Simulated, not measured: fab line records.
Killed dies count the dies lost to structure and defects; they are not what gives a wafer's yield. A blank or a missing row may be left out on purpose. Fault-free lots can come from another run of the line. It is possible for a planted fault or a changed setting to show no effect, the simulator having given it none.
Problem report in the 8D (eight disciplines) form, filled by code    flow gf180mcu    the parts of the form that need people (team, actions taken, sign-off) are left out

## 1. THE PROBLEM
Mean of developerTempC at GF_M4_DEVELOP_13: 21.92 C across 6 wafers in 2 lots; on wafers with no fault it is 21.00 C (standard deviation 0.082). That is +11 standard deviations from the usual mean.
The step: develop time 60 s.
Seen first at day 27 04:19 on lithoTrack-03, wafer L430.1. The record has a number at this step for 42 wafers belonging to 14 lots. Rule for "out", or "out of limits": more than 4 standard deviations from the usual mean. Any other wafer with a number is counted as sound.

## 2. WHAT THIS IS AND IS NOT
question                     is                      is not
which readings at this step  developerTempC          -
which lots                   L430, L431              L419, L421, L422, L423, L424, L427, L429, L432, L439, L440, L441, L442
which wafers of those lots   all that have a number  -
read on which tools          lithoTrack-03           lithoTrack-01, lithoTrack-02
when                         from day 27 04:19       up to then (21 sound wafers); but 15 sound wafers of L432, L439, L440, L441, L442 came after

## 3. THE SUSPECTS, EACH WITH WHAT RULES IT OUT
Counting: a tool stays on the suspect list if, at a process step up to the reading, it processed all lots that are out and no sound lot following the first of them.
- pvdSputter-04 at GF_M3_SPUTTER_00 (material Ti, target thk 37.5 nm, time 150 s): ruled out as a lasting fault. Sound lots L439 ran on it after its first lot that is out, L430 (day 24 09:37).
- pvdSputter-04 at GF_M4_SPUTTER_04 (material TiN, target thk 50 nm, time 41.7 s): ruled out as a lasting fault. Sound lots L439 ran on it after its first lot that is out, L430 (day 26 07:35).
- lithoTrack-03 at GF_M4_DEVELOP_13 (develop time 60 s): ruled out as a lasting fault. Sound lots L441 ran on it after its first lot that is out, L430 (day 27 04:19).
Left after counting: nothing in the record.

## 4. THE CAUSE (what the simulator had put in)
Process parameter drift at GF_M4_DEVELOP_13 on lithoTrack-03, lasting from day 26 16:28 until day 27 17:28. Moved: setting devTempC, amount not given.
Counting ruled it out, wrongly.

## 5. SEQUENCE OF EFFECTS, ordered by route
Each row: a reading where the mean over the struck wafers with a number is more than 3 standard deviations away from the usual. Only readings whose record carries a usual standard deviation are examined. hours: median over the lots of the time between each lot's start at the first step of this table that gives one and its start at this step. sigmas: the change, counted in usual standard deviations.
hours  step              reading         usual    on struck wafers  change  sigmas
0      GF_M4_DEVELOP_13  developerTempC  21.00 C  21.92             +0.92   +11
Here are the process steps it includes:
- GF_M4_DEVELOP_13: develop time 60 s.

## 6. WHAT WOULD HAVE CAUGHT IT SOONER
In this record no reading fell out of limits until day 27 04:19, 12 hours after the fault had begun at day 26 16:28.
